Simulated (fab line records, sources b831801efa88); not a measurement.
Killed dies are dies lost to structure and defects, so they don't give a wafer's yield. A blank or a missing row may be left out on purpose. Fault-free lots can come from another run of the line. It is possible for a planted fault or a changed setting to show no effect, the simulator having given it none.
Chamber matching / flow sky130 / SKY_VIA1_ETCH_15 on rie-diel-02 has 4 sister chambers
The step etches SiO2 in C4F8/O2/Ar, stops on TiN, target depth 351 nm, time 54 s. 8 wafers are shown with their chamber, then 8 later ones without.

## WAFERS PAIRED WITH THEIR CHAMBERS
wafer=L079.4; chamber=2; oes-product-au (a.u.)=0.966; bias-w (W)=1200
wafer=L080.6; chamber=0; oes-product-au (a.u.)=0.978; bias-w (W)=1194
wafer=L083.3; chamber=0; oes-product-au (a.u.)=0.984; bias-w (W)=1200
wafer=L083.6; chamber=2; oes-product-au (a.u.)=0.967; bias-w (W)=1198
wafer=L085.2; chamber=1; oes-product-au (a.u.)=0.976; bias-w (W)=1202
wafer=L085.3; chamber=3; oes-product-au (a.u.)=0.989; bias-w (W)=1199
wafer=L085.6; chamber=3; oes-product-au (a.u.)=0.980; bias-w (W)=1200
wafer=L092.1; chamber=1; oes-product-au (a.u.)=0.965; bias-w (W)=1200

## WAFERS MISSING THEIR CHAMBER
wafer=L092.3; oes-product-au (a.u.)=0.983; bias-w (W)=1205
wafer=L092.4; oes-product-au (a.u.)=0.985; bias-w (W)=1195
wafer=L094.2; oes-product-au (a.u.)=0.988; bias-w (W)=1199
wafer=L094.3; oes-product-au (a.u.)=0.990; bias-w (W)=1196
wafer=L094.6; oes-product-au (a.u.)=0.978; bias-w (W)=1197
wafer=L097.1; oes-product-au (a.u.)=0.985; bias-w (W)=1194
wafer=L097.2; oes-product-au (a.u.)=0.985; bias-w (W)=1199
wafer=L097.6; oes-product-au (a.u.)=0.984; bias-w (W)=1199

## THE CHAMBER EACH PASSED THROUGH
wafer=L092.3; from the rows above=can't be placed: 3 or 1 or 0 or 2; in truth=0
wafer=L092.4; from the rows above=can't be placed: 0 or 3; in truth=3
wafer=L094.2; from the rows above=can't be placed: 3 or 0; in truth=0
wafer=L094.3; from the rows above=can't be placed: 0 or 3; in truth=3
wafer=L094.6; from the rows above=can't be placed: 0 or 3 or 1 or 2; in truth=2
wafer=L097.1; from the rows above=can't be placed: 0 or 3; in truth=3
wafer=L097.2; from the rows above=can't be placed: 3 or 0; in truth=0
wafer=L097.6; from the rows above=can't be placed: 3 or 0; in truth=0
Placed correctly: 0 of 8. From these rows, 8 cannot be placed; in 8 the true chamber is one of the candidates. Placed wrongly: 0.
How it was worked out, from the rows above alone: a wafer's distance from a chamber is the root of the sum, over the readings, of the square of ((its reading less the chamber's mean) divided by the reading's scatter). The wafer belongs to the nearest chamber; if the next one is less than 2 further off, it can't be placed. The mean given for a chamber averages the wafers shown for that chamber. The scatter: the root of (the sum of the squares of (reading less its chamber's mean) over the shown wafers, divided by (wafers less chambers)).
